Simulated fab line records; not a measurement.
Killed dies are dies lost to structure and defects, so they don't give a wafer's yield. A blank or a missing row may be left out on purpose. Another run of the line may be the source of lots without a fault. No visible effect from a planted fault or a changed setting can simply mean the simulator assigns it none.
What tool caused it?    flow sky130    Sampling: 13 lots, 39 wafers, 5 of 708 route steps

WHAT THE GAUGES SHOWED, per wafer
SKY_VT_ADJUST_HVTP_TW_MEAS_11.
lot   measured      on             VT_ADJUST_HVTP_TW
L456  day 6 01:41   film_metro-03  1373 1378 1369
L457  day 6 03:55   film_metro-02  1363 1360 1354
L458  day 6 10:35   film_metro-01  1353 1350 1350
L459  day 6 17:13   film_metro-03  1373 1369 1375
L461  day 7 05:22   film_metro-01  1338 1340 1342
L462  day 7 12:43   film_metro-01  1351 1346 1344
L464  day 8 18:43   film_metro-03  1381 1380 1380
L465  day 8 21:01   film_metro-01  1355 1353 1353
L469  day 9 09:44   film_metro-03  1374 1370 1370
L470  day 9 16:55   film_metro-01  1342 1338 1341
L471  day 9 22:21   film_metro-03  1386 1374 1374
L477  day 11 13:59  film_metro-01  1397 1399 1398
L478  day 11 19:55  film_metro-01  1396 1399 1403

SKY_CONTACT_THK_MEAS_26: measures by xrf.
lot   measured      on             CONTACT_W_THK (nm)
L456  day 31 07:23  film_metro-01  356 348 355
L457  day 31 12:04  film_metro-04  337 336 336
L458  day 32 00:08  film_metro-01  349 346 345
L459  day 32 07:19  film_metro-04  341 341 340
L461  day 33 01:20  film_metro-03  341 337 339
L462  day 33 10:59  film_metro-04  336 339 333
L464  day 34 22:17  film_metro-03  335 339 336
L465  day 35 13:38  film_metro-03  339 347 339
L469  day 35 22:30  film_metro-01  337 345 337
L470  day 36 03:38  film_metro-01  342 342 349
L471  day 36 13:34  film_metro-01  346 344 343
L477  day 38 05:28  film_metro-01  341 341 344
L478  day 38 13:29  film_metro-04  338 338 344

SKY_METAL1_THK_MEAS_06: measures by xrf.
lot   measured      on             METAL1_ALCU_THK (nm)
L456  day 31 08:01  film_metro-04  259.3 259.3 263.5
L457  day 31 12:41  film_metro-01  261.0 260.1 252.6
L458  day 32 00:45  film_metro-04  259.5 255.7 254.9
L459  day 32 07:56  film_metro-04  256.9 258.2 259.3
L461  day 33 01:57  film_metro-02  252.4 252.5 250.7
L462  day 33 11:36  film_metro-02  252.5 255.3 256.1
L464  day 34 22:55  film_metro-04  257.8 257.5 257.9
L465  day 35 14:16  film_metro-01  257.3 254.3 253.4
L469  day 35 23:07  film_metro-04  255.5 257.7 257.9
L470  day 36 04:16  film_metro-04  258.6 257.6 259.9
L471  day 36 14:11  film_metro-01  253.3 256.4 257.7
L477  day 38 06:05  film_metro-04  259.1 259.2 257.5
L478  day 38 14:06  film_metro-04  260.3 256.7 256.4

SKY_VIA1_THK_MEAS_23: measures by xrf.
lot   measured      on             VIA1_W_THK (nm)
L456  day 33 18:07  film_metro-02  263 263 263
L457  day 33 22:54  film_metro-03  264 266 265
L458  day 34 10:32  film_metro-01  268 267 268
L459  day 34 17:31  film_metro-01  269 269 272
L461  day 35 10:22  film_metro-03  270 264 267
L462  day 35 20:13  film_metro-03  270 270 269
L464  day 37 05:40  film_metro-03  266 268 267
L465  day 37 21:09  film_metro-03  278 273 271
L469  day 38 06:05  film_metro-01  264 262 263
L470  day 38 10:02  film_metro-03  264 266 260
L471  day 38 20:33  film_metro-02  266 267 265
L477  day 40 09:50  film_metro-03  272 272 272
L478  day 40 18:01  film_metro-02  261 259 262

EACH LOT AND THE TOOL THAT RAN IT (in order: tool; ch and the chambers of the sampled wafers; start)
lot   SKY_VT_ADJUST_HVTP_IMPLANT_09
L456  implanter-02 ch 0, day 6 01:26
L457  implanter-02 ch 0, day 6 03:40
L458  implanter-02 ch 0, day 6 10:22
L459  implanter-02 ch 0, day 6 16:58
L461  implanter-01 ch 0, day 7 05:07
L462  implanter-01 ch 0, day 7 12:28
L464  implanter-01 ch 0, day 8 18:28
L465  implanter-01 ch 0, day 8 20:46
L469  implanter-03 ch 0, day 9 09:31
L470  implanter-01 ch 0, day 9 16:41
L471  implanter-01 ch 0, day 9 22:08
L477  implanter-03 ch 0, day 11 13:46
L478  implanter-03 ch 0, day 11 19:40
- SKY_VT_ADJUST_HVTP_IMPLANT_09

WHAT THE TOOLS THEMSELVES READ (means of the sampled wafers that have a number; where no wafer has one, the mark that the record gives instead)
SKY_VT_ADJUST_HVTP_IMPLANT_09.
lot   tool          beam_on_s (s)  dose_ions_cm2  faraday_current_uA
L456  implanter-02  9.98           4.3e+12        24.3
L457  implanter-02  9.91           4.3e+12        24.4
L458  implanter-02  9.92           4.3e+12        24.5
L459  implanter-02  10.18          4.3e+12        23.9
L461  implanter-01  10.02          4.3e+12        24.2
L462  implanter-01  9.81           4.3e+12        24.7
L464  implanter-01  9.90           4.3e+12        24.4
L465  implanter-01  10.02          4.3e+12        24.2
L469  implanter-03  9.93           4.3e+12        24.5
L470  implanter-01  9.99           4.3e+12        24.3
L471  implanter-01  10.37          4.3e+12        23.5
L477  implanter-03  9.73           4.8e+12        27.9
L478  implanter-03  10.07          4.8e+12        27.0

THE ANSWER, worked out from the rows above alone
Rule: usual is defined by the lots themselves. Put in order of their means at a reading, lots are off if they are a third of the lots or fewer, leave a main group of 4 or more, and stand apart from it by a gap of 3 or more times the standard deviation of the main group's means; of several such gaps the widest counts. A main group is skipped when, at the precision printed for the reading in the tables above, its means are all equal. A lot without any number at a reading at which 4 lots or more have one is off too. Any other lot the step has rows for is counted as sound. The gauges are gone through in route order, then the tools' own readings, and for those a lot's mean is taken as printed above. At the first step where some lot is off, the reading lying furthest off is the one used; lots without a number count as furthest.
Off at SKY_VT_ADJUST_HVTP_IMPLANT_09 (faraday_current_uA): L477, L478. Main group: mean 24.3, sd 0.31.
If a tool, at that step or one of the process steps before it, ran each lot that is off and ran no sound lot following the first of them, it fits. One candidate fits, namely implanter-03 at SKY_VT_ADJUST_HVTP_IMPLANT_09. A fault onset in the window from L469 (day 9 09:31, its last sound lot) to L477 (day 11 13:46, its first lot off) fits.
The tool's own readings at SKY_VT_ADJUST_HVTP_IMPLANT_09 bear it out: on the lots that are off they differ by more than 5 times the standard deviation of the sound lots' means. dose_ions_cm2 reads 4.8e+12 there against 4.3e+12 on the sound lots; faraday_current_uA reads 27.4 there against 24.3 on the sound lots.

WHAT THE SIMULATOR HAD INSERTED
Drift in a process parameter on implanter-03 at SKY_VT_ADJUST_HVTP_IMPLANT_09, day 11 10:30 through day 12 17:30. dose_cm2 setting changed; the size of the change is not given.
Shown lots that were struck: L477, L478. Same finding as the rule above.
